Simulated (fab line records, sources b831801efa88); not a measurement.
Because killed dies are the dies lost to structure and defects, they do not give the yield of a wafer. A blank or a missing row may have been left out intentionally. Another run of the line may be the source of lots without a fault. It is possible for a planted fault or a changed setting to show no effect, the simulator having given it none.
fab line records + flow sfq_line
record:
- lots: 6
- wafers: 18
- last_day: 97
route steps=325 shown M7@285 I7@296
lots that met no fault: taken from a fault-free run of the same line
start_h: the number of hours between the record's first day and the start of the first shown wafer of the lot + wait_h: how many hours have passed since the lot's step before this one + " same as the row above + L1.1+2: one row covering several wafers at once + - no value, or no start given + * or withheld: withheld + < > ~ a bound
route shown NAME@n: names a module that has steps shown in the file, with the first one's number in the route + usual: mean and standard deviation over wafers with no fault + same: alike in all rows + chamber/n: place in a boat + sites: each site's reading + _std_site: the values' standard deviation + _edge_site: mean of outer sites minus mean of inner sites + radius_mm: how far each site lies from the wafer's centre + mask NAME#n: copy n + behind: the tool/chamber that last shaped the wafer + hold: why the lot went on hold/how many hours it stayed there/how the hold came to an end + device: the n, p or np transistor that did not switch + end of line: at the end of the route, the tests of the same wafers + a step without rows: its recipe alone + killed: count of dies lost to structure and defects at first sort (not the wafer's yield) + map: the dies of a wafer, with x for killed, . for not killed, _ for no die there
set.NAME: the setting the step ran with; set.NAME@STEP: the setting that earlier step ran with + model.NAME: the simulator's own value behind a step, which no gauge read
a table for each step, a row for each wafer; lots at some steps of the route
services: the hour from which a tool's chamber was out of use, counted from the record's first day as start_h (under 0 if before that day), plus the number of hours and why
== steps ==
step: SFQ_TRILAYER_M7_LITHO_COAT_182
recipe:
- resist: BARC
- spin_rpm: 3000
- resist_thk_nm: 62
step: SFQ_TRILAYER_M7_LITHO_COAT_177
recipe:
- resist: KrF
- spin_rpm: 3000
- resist_thk_nm: 600
step: SFQ_TRILAYER_M7_LITHO_SOFTBAKE_181
recipe:
- temp_c: withheld
- time_s: withheld
- resist: KrF
step: SFQ_TRILAYER_M7_LITHO_EXPOSE_178
recipe:
- mask_id: M7
- na: 0.6
- source_shape: conventional
- sigma_outer: 0.65
- target_cd_nm: 500
- dose_mj: 14.4
step: SFQ_TRILAYER_M7_LITHO_PEB_180
recipe:
- peb_temp_c: 115
- peb_time_s: 60
- resist: KrF
step: SFQ_TRILAYER_M7_LITHO_DEVELOP_179
recipe:
- time_s: 60
- resist: KrF
step: SFQ_M7_OVL_MEAS_945
usual:
- M7_OVL: -3/5.3
| lot.wafer | tool       | chamber | start_h | wait_h | M7_OVL[nm] |
|-----------|------------|---------|---------|--------|------------|
| L236.3    | overlay-02 | -       | 1953.93 | 0.1    | 3          |
| L236.4    | "          | -       | "       | "      | 7          |
| L236.6    | "          | -       | "       | "      | 1          |
| L243.1    | overlay-02 | -       | 1991.86 | 0.1    | -8         |
| L243.2    | "          | -       | "       | "      | -2         |
| L243.5    | "          | -       | "       | "      | 0          |
| L250.2    | overlay-01 | -       | 2056.79 | 0.1    | 1          |
| L250.4    | "          | -       | "       | "      | -7         |
| L250.5    | "          | -       | "       | "      | 1          |
| L251.1    | overlay-01 | -       | 2061.59 | 0.1    | -5         |
| L251.5    | "          | -       | "       | "      | -9         |
| L251.6    | "          | -       | "       | "      | -6         |
| L256.1    | overlay-01 | -       | 2120.18 | 0.1    | -10        |
| L256.2    | "          | -       | "       | "      | 4          |
| L256.6    | "          | -       | "       | "      | 1          |
| L259.2    | overlay-02 | -       | 2150.35 | 0.1    | -4         |
| L259.3    | "          | -       | "       | "      | -3         |
| L259.5    | "          | -       | "       | "      | -7         |
step: SFQ_TRILAYER_M7_BARC_OPEN_METAL_ETCH_229
recipe:
- mask_material: PR
- chemistry: O2
- target_depth_nm: 125
- target: BARC
- icp_w: 600
- bias_w: 80
- pressure_mtorr: 10
- time_s: 41.7
usual:
- chamber_pressure_mTorr: 10.001/0.0096
- drypump_motor_current_A: 5.9/0.33
- oes_product_au: 0.685/0.005
| lot.wafer | tool         | chamber | start_h | wait_h | chamber_pressure_mTorr | drypump_motor_current_A | oes_product_au | rf_hours_counter_h |
|-----------|--------------|---------|---------|--------|------------------------|-------------------------|----------------|--------------------|
| L236.3    | rie_metal-04 | 0       | 1953.98 | 0.0    | 10.004                 | 5.6                     | 0.682          | -                  |
| L236.4    | "            | 1       | "       | "      | 10.003                 | 6.2                     | 0.692          | -                  |
| L236.6    | "            | 1       | "       | "      | 10.001                 | 6.2                     | 0.688          | -                  |
| L243.1    | rie_metal-01 | 1       | 1991.90 | 0.0    | 10.001                 | 5.4                     | 0.674          | 107                |
| L243.2    | "            | 0       | "       | "      | 9.986                  | 5.8                     | 0.685          | 131                |
| L243.5    | "            | 0       | "       | "      | 10.012                 | 5.9                     | 0.678          | -                  |
| L250.2    | rie_metal-04 | 0       | 2056.82 | 0.0    | 9.995                  | 5.5                     | 0.679          | 34                 |
| L250.4    | "            | 1       | "       | "      | 9.995                  | 6.2                     | 0.692          | -                  |
| L250.5    | "            | 0       | "       | "      | 9.980                  | 5.5                     | 0.686          | -                  |
| L251.1    | rie_metal-01 | 1       | 2061.62 | 0.0    | 10.004                 | 5.4                     | 0.688          | 116                |
| L251.5    | "            | 1       | "       | "      | 9.995                  | 5.4                     | 0.680          | -                  |
| L251.6    | "            | 0       | "       | "      | 10.006                 | 5.9                     | 0.684          | -                  |
| L256.1    | rie_metal-02 | 0       | 2120.22 | 0.0    | 9.990                  | 6.0                     | 0.681          | 21                 |
| L256.2    | "            | 0       | "       | "      | 10.007                 | 6.1                     | 0.695          | -                  |
| L256.6    | "            | 0       | "       | "      | 10.003                 | 6.0                     | 0.684          | -                  |
| L259.2    | rie_metal-04 | 0       | 2150.38 | 0.0    | 10.005                 | 5.6                     | 0.684          | 50                 |
| L259.3    | "            | 1       | "       | "      | 9.984                  | 6.2                     | 0.680          | -                  |
| L259.5    | "            | 0       | "       | "      | 10.007                 | 5.6                     | 0.687          | -                  |
step: SFQ_TRILAYER_M7_ETCH_METAL_ETCH_180
recipe:
- target: Nb
- stop_on: SiO2
- mask_material: PR
- chemistry: Cl2/Ar
- target_depth_nm: 240
- icp_w: 600
- bias_w: 80
- pressure_mtorr: 10
- time_s: 120
usual:
- chamber_pressure_mTorr: 10.000/0.011
- drypump_motor_current_A: 5.9/0.33
- oes_product_au: 0.875/0.0059
| lot.wafer | tool         | chamber | start_h | wait_h | chamber_pressure_mTorr | drypump_motor_current_A | oes_product_au | rf_hours_counter_h |
|-----------|--------------|---------|---------|--------|------------------------|-------------------------|----------------|--------------------|
| L236.3    | rie_metal-04 | 0       | 1954.06 | 0.1    | 10.018                 | 5.6                     | 0.881          | -                  |
| L236.4    | "            | 1       | "       | "      | 9.988                  | 6.2                     | 0.876          | -                  |
| L236.6    | "            | 1       | "       | "      | 10.019                 | 6.2                     | 0.862          | -                  |
| L243.1    | rie_metal-01 | 1       | 1991.96 | 0.0    | 9.989                  | 5.3                     | 0.872          | 107                |
| L243.2    | "            | 0       | "       | "      | 10.001                 | 5.8                     | 0.870          | 131                |
| L243.5    | "            | 0       | "       | "      | 9.991                  | 5.9                     | 0.885          | -                  |
| L250.2    | rie_metal-04 | 0       | 2056.88 | 0.0    | 9.998                  | 5.5                     | 0.869          | 34                 |
| L250.4    | "            | 1       | "       | "      | 9.998                  | 6.2                     | 0.879          | -                  |
| L250.5    | "            | 0       | "       | "      | 9.997                  | 5.6                     | 0.881          | -                  |
| L251.1    | rie_metal-01 | 1       | 2061.68 | 0.0    | 9.995                  | 5.4                     | 0.883          | 117                |
| L251.5    | "            | 1       | "       | "      | 10.004                 | 5.4                     | 0.875          | -                  |
| L251.6    | "            | 0       | "       | "      | 9.990                  | 5.9                     | 0.862          | -                  |
| L256.1    | rie_metal-02 | 0       | 2120.34 | 0.1    | 10.002                 | 6.0                     | 0.871          | 21                 |
| L256.2    | "            | 0       | "       | "      | 9.936                  | 6.0                     | 0.868          | -                  |
| L256.6    | "            | 0       | "       | "      | 9.989                  | 6.0                     | 0.876          | -                  |
| L259.2    | rie_metal-04 | 0       | 2150.44 | 0.0    | 10.003                 | 5.6                     | 0.873          | 50                 |
| L259.3    | "            | 1       | "       | "      | 9.994                  | 6.2                     | 0.879          | -                  |
| L259.5    | "            | 0       | "       | "      | 10.024                 | 5.6                     | 0.870          | -                  |
step: SFQ_TRILAYER_M7_STRIP_STRIP_181
recipe:
- gas: O2
- power_w: 200
- platen_temp_c: 40
- overash_fraction: 0.65
- chemistry: O2
- pressure_mtorr: 50
usual:
- chamber_pressure_mTorr: 50.00/0.053
- drypump_motor_current_A: 5.9/0.33
- oes_product_au: 1.002/0.0069
| lot.wafer | tool         | chamber | start_h | wait_h | chamber_pressure_mTorr | drypump_motor_current_A | oes_product_au | rf_hours_counter_h |
|-----------|--------------|---------|---------|--------|------------------------|-------------------------|----------------|--------------------|
| L236.3    | rie_metal-04 | 0       | 1954.34 | 0.2    | 50.02                  | 5.6                     | 1.000          | -                  |
| L236.4    | "            | 1       | "       | "      | 49.96                  | 6.2                     | 1.003          | -                  |
| L236.6    | "            | 1       | "       | "      | 49.95                  | 6.2                     | 0.995          | -                  |
| L243.1    | rie_metal-01 | 1       | 1992.08 | 0.1    | 49.97                  | 5.4                     | 1.000          | 107                |
| L243.2    | "            | 0       | "       | "      | 50.01                  | 5.9                     | 0.998          | 132                |
| L243.5    | "            | 0       | "       | "      | 49.99                  | 5.9                     | 1.007          | -                  |
| L250.2    | rie_metal-04 | 0       | 2057.01 | 0.1    | 50.01                  | 5.6                     | 1.009          | 34                 |
| L250.4    | "            | 1       | "       | "      | 50.03                  | 6.2                     | 1.010          | -                  |
| L250.5    | "            | 0       | "       | "      | 49.94                  | 5.6                     | 1.005          | -                  |
| L251.1    | rie_metal-01 | 1       | 2061.81 | 0.1    | 50.02                  | 5.4                     | 0.999          | 117                |
| L251.5    | "            | 1       | "       | "      | 49.97                  | 5.4                     | 0.992          | -                  |
| L251.6    | "            | 0       | "       | "      | 50.03                  | 5.9                     | 1.006          | -                  |
| L256.1    | rie_metal-02 | 0       | 2120.59 | 0.2    | 50.04                  | 6.0                     | 1.004          | 21                 |
| L256.2    | "            | 0       | "       | "      | 50.05                  | 6.0                     | 0.997          | -                  |
| L256.6    | "            | 0       | "       | "      | 50.02                  | 6.0                     | 1.000          | -                  |
| L259.2    | rie_metal-04 | 0       | 2150.57 | 0.1    | 50.02                  | 5.6                     | 1.009          | 50                 |
| L259.3    | "            | 1       | "       | "      | 50.06                  | 6.2                     | 1.003          | -                  |
| L259.5    | "            | 0       | "       | "      | 49.95                  | 5.6                     | 1.007          | -                  |
step: SFQ_TRILAYER_M7_STRIP_SOLV_CLEAN_182
recipe:
- chemistry: NMP
- temp_c: 70
- time_s: 600
step: SFQ_TRILAYER_I7_DEP_PECVD_183
recipe:
- material: SiO2
- temp_c: 150
- time_s: 111.11
- pressure_torr: 2.4
- rf_w: 183.3
- precursor: SiH4/N2O
- target_thk_nm: 500
usual:
- heater_power_w: 77/12
- throttle_valve_pct: 25.0/1.5
| lot.wafer | tool     | chamber | start_h | wait_h | heater_power_w | throttle_valve_pct |
|-----------|----------|---------|---------|--------|----------------|--------------------|
| L236.3    | pecvd-01 | 2       | 1954.92 | 0.0    | 66             | 27.5               |
| L236.4    | "        | 0       | "       | "      | 56             | 28.4               |
| L236.6    | "        | 1       | "       | "      | 71             | 25.0               |
| L243.1    | pecvd-02 | 0       | 1992.88 | 0.0    | 82             | 24.5               |
| L243.2    | "        | 2       | "       | "      | 73             | 23.1               |
| L243.5    | "        | 0       | "       | "      | 84             | 24.5               |
| L250.2    | pecvd-04 | 0       | 2057.78 | 0.0    | 105            | 23.6               |
| L250.4    | "        | 1       | "       | "      | 88             | 24.7               |
| L250.5    | "        | 0       | "       | "      | 85             | 23.5               |
| L251.1    | pecvd-02 | 1       | 2062.58 | 0.0    | 80             | 25.7               |
| L251.5    | "        | 1       | "       | "      | 79             | 25.6               |
| L251.6    | "        | 0       | "       | "      | 80             | 24.2               |
| L256.1    | pecvd-04 | 1       | 2121.96 | 0.0    | 90             | 24.7               |
| L256.2    | "        | 2       | "       | "      | 66             | 25.2               |
| L256.6    | "        | 1       | "       | "      | 91             | 24.7               |
| L259.2    | pecvd-02 | 0       | 2151.34 | 0.0    | 95             | 24.7               |
| L259.3    | "        | 1       | "       | "      | 78             | 25.6               |
| L259.5    | "        | 1       | "       | "      | 79             | 25.6               |
step: SFQ_TRILAYER_I7_CMP_CMP_184
recipe:
- material: SiO2
- down_force_psi: 3.129
- platen_rpm: 60
- pad_velocity_m_s: 0.94248
usual:
- motor_current_A: 10.6/1.1
- time_to_endpoint_s: 207/6.9
| lot.wafer | tool   | chamber | start_h | wait_h | motor_current_A | time_to_endpoint_s | model.SiO2_of_TRILAYER_I7_DEP_PECVD_183.thk_nm |
|-----------|--------|---------|---------|--------|-----------------|--------------------|------------------------------------------------|
| L236.4    | cmp-02 | 1       | 1955.99 | 1.0    | 11.3            | 208                | 199.6                                          |
| L236.3    | "      | 2       | "       | "      | 10.3            | 201                | 200.2                                          |
| L236.6    | "      | 3       | "       | "      | 12.8            | 201                | 199.5                                          |
| L243.2    | cmp-01 | 0       | 1992.95 | 0.0    | 10.0            | 209                | 200.1                                          |
| L243.1    | "      | 3       | 1994.45 | 1.5    | 9.5             | 209                | 199.8                                          |
| L243.5    | "      | 1       | 1995.45 | 2.5    | 10.5            | 221                | 200.7                                          |
| L250.2    | cmp-02 | 0       | 2057.86 | 0.0    | 8.8             | 205                | 199.2                                          |
| L250.4    | "      | 3       | 2059.36 | 1.5    | 13.2            | 212                | 198.6                                          |
| L250.5    | "      | 1       | 2060.36 | 2.5    | 11.1            | 175                | 249.2                                          |
| L251.1    | cmp-02 | 1       | 2063.66 | 1.0    | 10.8            | 158                | 251                                            |
| L251.5    | "      | 3       | 2064.66 | 2.0    | 12.7            | 200                | 199.6                                          |
| L251.6    | "      | 0       | "       | "      | 9.0             | 204                | 201.1                                          |
| L256.2    | cmp-02 | 0       | 2122.04 | 0.0    | 8.8             | 214                | 200.4                                          |
| L256.1    | "      | 1       | "       | "      | 11.2            | 213                | 198.7                                          |
| L256.6    | "      | 0       | 2124.04 | 2.0    | 8.6             | 220                | 200.2                                          |
| L259.3    | cmp-01 | 3       | 2152.71 | 1.3    | 9.2             | 206                | 199.7                                          |
| L259.2    | "      | 2       | 2154.21 | 2.8    | 11.6            | 202                | 199.5                                          |
| L259.5    | "      | 3       | "       | "      | 10.2            | 211                | 200.9                                          |
step: SFQ_I7_BOW_MEAS_946
recipe:
- mode: bow
usual:
- I7_BOW: 9/12
| lot.wafer | tool          | chamber | start_h | wait_h | I7_BOW[um] |
|-----------|---------------|---------|---------|--------|------------|
| L236.3    | film_metro-02 | -       | 1958.03 | 1.0    | 20         |
| L236.4    | "             | -       | "       | "      | 10         |
| L236.6    | "             | -       | "       | "      | 7          |
| L243.1    | film_metro-01 | -       | 1995.95 | 1.0    | 33         |
| L243.2    | "             | -       | "       | "      | 15         |
| L243.5    | "             | -       | "       | "      | 26         |
| L250.2    | film_metro-04 | -       | 2060.88 | 2.5    | 33         |
| L250.4    | "             | -       | "       | "      | 20         |
| L250.5    | "             | -       | "       | "      | 29         |
| L251.1    | film_metro-02 | -       | 2065.66 | 1.5    | 28         |
| L251.5    | "             | -       | "       | "      | 14         |
| L251.6    | "             | -       | "       | "      | 10         |
| L256.1    | film_metro-02 | -       | 2125.04 | 2.0    | 28         |
| L256.2    | "             | -       | "       | "      | 15         |
| L256.6    | "             | -       | "       | "      | 9          |
| L259.2    | film_metro-04 | -       | 2155.73 | 1.0    | 7          |
| L259.3    | "             | -       | "       | "      | 15         |
| L259.5    | "             | -       | "       | "      | 19         |
step: SFQ_TRILAYER_I7_METRO_MEASURE_185
usual:
- thk_nm: 199.8/0.89
| lot.wafer | tool          | chamber | start_h | wait_h | thk_nm |
|-----------|---------------|---------|---------|--------|--------|
| L236.3    | film_metro-02 | -       | 1958.51 | 0.5    | 200.2  |
| L236.4    | "             | -       | "       | "      | 199.6  |
| L236.6    | "             | -       | "       | "      | 199.4  |
| L243.1    | film_metro-01 | -       | 1996.07 | 0.1    | 199.7  |
| L243.2    | "             | -       | "       | "      | 200.2  |
| L243.5    | "             | -       | "       | "      | 200.5  |
| L250.2    | film_metro-04 | -       | 2061.18 | 0.3    | 199.2  |
| L250.4    | "             | -       | "       | "      | 198.8  |
| L250.5    | "             | -       | "       | "      | 249.4  |
| L251.1    | film_metro-02 | -       | 2065.78 | 0.1    | 251.0  |
| L251.5    | "             | -       | "       | "      | 199.7  |
| L251.6    | "             | -       | "       | "      | 200.9  |
| L256.1    | film_metro-02 | -       | 2125.16 | 0.1    | 199.0  |
| L256.2    | "             | -       | "       | "      | 200.2  |
| L256.6    | "             | -       | "       | "      | 200.1  |
| L259.2    | film_metro-04 | -       | 2156.03 | 0.3    | 199.3  |
| L259.3    | "             | -       | "       | "      | 199.7  |
| L259.5    | "             | -       | "       | "      | 200.8  |
step: SFQ_TRILAYER_I7_VIA_LITHO_COAT_192
recipe:
- resist: BARC
- spin_rpm: 3000
- resist_thk_nm: 62
step: SFQ_TRILAYER_I7_VIA_LITHO_COAT_187
recipe:
- resist: KrF
- spin_rpm: 3000
- resist_thk_nm: 650
step: SFQ_TRILAYER_I7_VIA_LITHO_SOFTBAKE_191
recipe:
- temp_c: withheld
- time_s: withheld
- resist: KrF
step: SFQ_TRILAYER_I7_VIA_LITHO_EXPOSE_188
recipe:
- mask_id: I7
- na: 0.6
- source_shape: conventional
- sigma_outer: 0.65
- target_cd_nm: 1000
- dose_mj: 21.3
step: SFQ_TRILAYER_I7_VIA_LITHO_PEB_190
recipe:
- peb_temp_c: 115
- peb_time_s: 60
- resist: KrF
step: SFQ_TRILAYER_I7_VIA_LITHO_DEVELOP_189
recipe:
- time_s: 60
- resist: KrF
step: SFQ_I7_OVL_MEAS_947
usual:
- I7_OVL: 1/5.4
| lot.wafer | tool       | chamber | start_h | wait_h | I7_OVL[nm] |
|-----------|------------|---------|---------|--------|------------|
| L236.3    | overlay-01 | -       | 2054.40 | 0.1    | 4          |
| L236.4    | "          | -       | "       | "      | -5         |
| L236.6    | "          | -       | "       | "      | -5         |
| L243.1    | overlay-02 | -       | 2095.44 | 0.1    | 2          |
| L243.2    | "          | -       | "       | "      | 3          |
| L243.5    | "          | -       | "       | "      | 1          |
| L250.2    | overlay-01 | -       | 2153.83 | 0.1    | 1          |
| L250.4    | "          | -       | "       | "      | -2         |
| L250.5    | "          | -       | "       | "      | 6          |
| L251.1    | overlay-01 | -       | 2157.42 | 0.1    | 3          |
| L251.5    | "          | -       | "       | "      | 2          |
| L251.6    | "          | -       | "       | "      | 1          |
| L256.1    | overlay-01 | -       | 2221.43 | 0.1    | 1          |
| L256.2    | "          | -       | "       | "      | -1         |
| L256.6    | "          | -       | "       | "      | -4         |
| L259.2    | overlay-01 | -       | 2251.86 | 0.1    | -2         |
| L259.3    | "          | -       | "       | "      | -5         |
| L259.5    | "          | -       | "       | "      | -9         |
step: SFQ_TRILAYER_I7_VIA_BARC_OPEN_VIA_ETCH_260
recipe:
- mask_material: PR
- chemistry: O2
- target_depth_nm: 125
- target: BARC
- source_w: 500
- bias_w: 80
- pressure_mtorr: 30
- time_s: 41.7
usual:
- chamber_pressure_mTorr: 30.001/0.029
- drypump_motor_current_A: 5.8/0.58
- oes_product_au: 0.685/0.0045
| lot.wafer | tool        | chamber | start_h | wait_h | chamber_pressure_mTorr | drypump_motor_current_A | oes_product_au | rf_hours_counter_h |
|-----------|-------------|---------|---------|--------|------------------------|-------------------------|----------------|--------------------|
| L236.3    | rie_diel-03 | 0       | 2054.42 | 0.0    | 29.988                 | 5.6                     | 0.683          | 16                 |
| L236.4    | "           | 1       | "       | "      | 30.023                 | 6.3                     | 0.685          | -                  |
| L236.6    | "           | 0       | "       | "      | 29.996                 | 5.6                     | 0.686          | -                  |
| L243.1    | rie_diel-04 | 1       | 2095.47 | 0.0    | 30.015                 | 5.4                     | 0.681          | 12                 |
| L243.2    | "           | 3       | "       | "      | 29.999                 | 4.7                     | 0.683          | 17                 |
| L243.5    | "           | 1       | "       | "      | 30.009                 | 5.4                     | 0.678          | -                  |
| L250.2    | rie_diel-03 | 3       | 2153.86 | 0.0    | 30.024                 | 4.8                     | 0.684          | 7                  |
| L250.4    | "           | 2       | "       | "      | 29.962                 | 6.4                     | 0.690          | 10                 |
| L250.5    | "           | 0       | "       | "      | 30.015                 | 5.6                     | 0.678          | -                  |
| L251.1    | rie_diel-03 | 2       | 2157.46 | 0.0    | 30.062                 | 6.4                     | 0.681          | 10                 |
| L251.5    | "           | 2       | "       | "      | 30.048                 | 6.4                     | 0.684          | -                  |
| L251.6    | "           | 3       | "       | "      | 30.041                 | 4.8                     | 0.686          | -                  |
| L256.1    | rie_diel-04 | 0       | 2221.47 | 0.0    | 29.979                 | 5.7                     | 0.685          | 7                  |
| L256.2    | "           | 1       | "       | "      | 29.943                 | 5.4                     | 0.689          | 14                 |
| L256.6    | "           | 1       | "       | "      | 29.993                 | 5.4                     | 0.689          | -                  |
| L259.2    | rie_diel-03 | 3       | 2251.89 | 0.0    | 30.011                 | 4.8                     | 0.693          | 8                  |
| L259.3    | "           | 1       | "       | "      | 29.990                 | 6.3                     | 0.685          | 20                 |
| L259.5    | "           | 2       | "       | "      | 30.017                 | 6.4                     | 0.684          | -                  |
step: SFQ_TRILAYER_I7_VIA_ETCH_VIA_ETCH_190
recipe:
- target: SiO2
- stop_on: Nb
- mask_material: PR
- taper_deg: 20
- chemistry: CHF3
- target_depth_nm: 260
- source_w: 500
- bias_w: 80
- pressure_mtorr: 30
- time_s: withheld
usual:
- chamber_pressure_mTorr: 30.002/0.028
- drypump_motor_current_A: 5.8/0.58
- oes_product_au: 0.853/0.0049
| lot.wafer | tool        | chamber | start_h | wait_h | chamber_pressure_mTorr | drypump_motor_current_A | oes_product_au | model.I7.feature_depth_nm | model.etch.depth_nm |
|-----------|-------------|---------|---------|--------|------------------------|-------------------------|----------------|---------------------------|---------------------|
| L236.3    | rie_diel-03 | 0       | 2054.46 | 0.0    | 29.937                 | 5.6                     | 0.848          | 200.2                     | 200.2               |
| L236.4    | "           | 1       | "       | "      | 29.973                 | 6.4                     | 0.854          | 199.6                     | 199.6               |
| L236.6    | "           | 0       | "       | "      | 29.976                 | 5.6                     | 0.849          | 199.5                     | 199.5               |
| L243.1    | rie_diel-04 | 1       | 2095.51 | 0.0    | 29.964                 | 5.4                     | 0.859          | 199.8                     | 199.8               |
| L243.2    | "           | 3       | "       | "      | 29.932                 | 4.7                     | 0.860          | 200.1                     | 200.1               |
| L243.5    | "           | 1       | "       | "      | 29.970                 | 5.4                     | 0.857          | 200.7                     | 200.7               |
| L250.2    | rie_diel-03 | 3       | 2153.90 | 0.0    | 29.982                 | 4.8                     | 0.847          | 199.2                     | 199.2               |
| L250.4    | "           | 2       | "       | "      | 29.993                 | 6.4                     | 0.849          | 198.6                     | 198.6               |
| L250.5    | "           | 0       | "       | "      | 30.007                 | 5.6                     | 0.970          | 249.2                     | 249.2               |
| L251.1    | rie_diel-03 | 2       | 2157.50 | 0.0    | 30.035                 | 6.4                     | 0.977          | 251                       | 251                 |
| L251.5    | "           | 2       | "       | "      | 29.991                 | 6.4                     | 0.850          | 199.6                     | 199.6               |
| L251.6    | "           | 3       | "       | "      | 30.033                 | 4.8                     | 0.861          | 201.1                     | 201.1               |
| L256.1    | rie_diel-04 | 0       | 2221.51 | 0.0    | 30.021                 | 5.7                     | 0.854          | 198.7                     | 198.7               |
| L256.2    | "           | 1       | "       | "      | 29.984                 | 5.4                     | 0.856          | 200.4                     | 200.4               |
| L256.6    | "           | 1       | "       | "      | 30.040                 | 5.4                     | 0.852          | 200.2                     | 200.2               |
| L259.2    | rie_diel-03 | 3       | 2251.93 | 0.0    | 29.987                 | 4.8                     | 0.854          | 199.5                     | 199.5               |
| L259.3    | "           | 1       | "       | "      | 30.031                 | 6.3                     | 0.852          | 199.7                     | 199.7               |
| L259.5    | "           | 2       | "       | "      | 30.017                 | 6.4                     | 0.862          | 200.9                     | 200.9               |
step: SFQ_TRILAYER_I7_VIA_STRIP_STRIP_191
recipe:
- gas: O2
- power_w: 200
- platen_temp_c: 40
- overash_fraction: 0.65
- chemistry: O2
- pressure_mtorr: 50
== services ==
| tool          | chamber | start_h | hours | kind   |
|---------------|---------|---------|-------|--------|
| rie_metal-02  | -       | 1941.40 | 14.6  | pm     |
| pecvd-02      | -       | 1941.80 | 0.9   | repair |
| rie_metal-02  | -       | 1956.69 | 0.2   | repair |
| film_metro-02 | -       | 1965.32 | 0.5   | pm     |
| cmp-02        | -       | 1970.58 | 1.1   | repair |
| rie_diel-04   | 0       | 2002.75 | 2.1   | repair |
| rie_metal-01  | -       | 2006.24 | 2.8   | pm     |
| rie_diel-03   | 3       | 2022.47 | 2.0   | repair |
| rie_metal-01  | -       | 2032.17 | 2.1   | repair |
| rie_diel-03   | 3       | 2035.00 | 7.6   | repair |
| rie_diel-04   | 2       | 2044.14 | 3.6   | repair |
| rie_diel-03   | 3       | 2052.41 | 22.2  | repair |
| rie_diel-03   | 2       | 2056.15 | 9.5   | repair |
| rie_diel-04   | -       | 2060.26 | 14.6  | pm     |
| rie_diel-03   | -       | 2060.56 | 0.5   | repair |
| rie_diel-04   | 1       | 2084.84 | 8.1   | repair |
| rie_diel-03   | 3       | 2102.62 | 8.0   | repair |
| cmp-02        | -       | 2114.65 | 4.0   | pm     |
| rie_metal-04  | -       | 2136.62 | 0.4   | repair |
| rie_diel-03   | -       | 2173.13 | 0.2   | repair |
| cmp-02        | -       | 2181.93 | 8.3   | pm     |
| rie_diel-04   | 2       | 2205.68 | 3.9   | repair |
| rie_diel-04   | 0       | 2227.27 | 3.7   | repair |
| rie_diel-03   | 1       | 2227.67 | 5.6   | repair |
== key ==
first_sign:
- step: SFQ_TRILAYER_I7_CMP_CMP_184
- reading: time_to_endpoint_s
- direction: down
- sigmas: 5.9
- usual: *
- struck: *
effect:
- step: SFQ_TRILAYER_I7_METRO_MEASURE_185
- reading: thk_nm
- direction: up
- sigmas: 57
- usual: 199.8
- struck: 250.2
effect:
- step: SFQ_TRILAYER_I7_VIA_ETCH_VIA_ETCH_190
- reading: oes_product_au
- direction: up
- sigmas: 24
- usual: 0.853
- struck: 0.973
model_effect:
- step: SFQ_TRILAYER_I7_CMP_CMP_184
- value: SiO2_of_TRILAYER_I7_DEP_PECVD_183.thk_nm
- without: 200.1
- struck: 250.1
model_effect:
- step: SFQ_TRILAYER_I7_VIA_ETCH_VIA_ETCH_190
- value: I7.feature_depth_nm
- without: 200.1
- struck: 250.1
met_at SFQ_TRILAYER_I7_CMP_CMP_184
struck_wafers L250.5,L251.1
onset_between 1955.99 2057.86
fault:
- kind: process_parameter_drift
- tool: cmp-02
- chamber: 1
- onset_h: 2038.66
- steps: SFQ_TRILAYER_I7_CMP_CMP_184
- channel: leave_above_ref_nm
- offset: 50
- shape: step
- end_h: 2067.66
- acts_in: these_recipes_only
- stated: 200
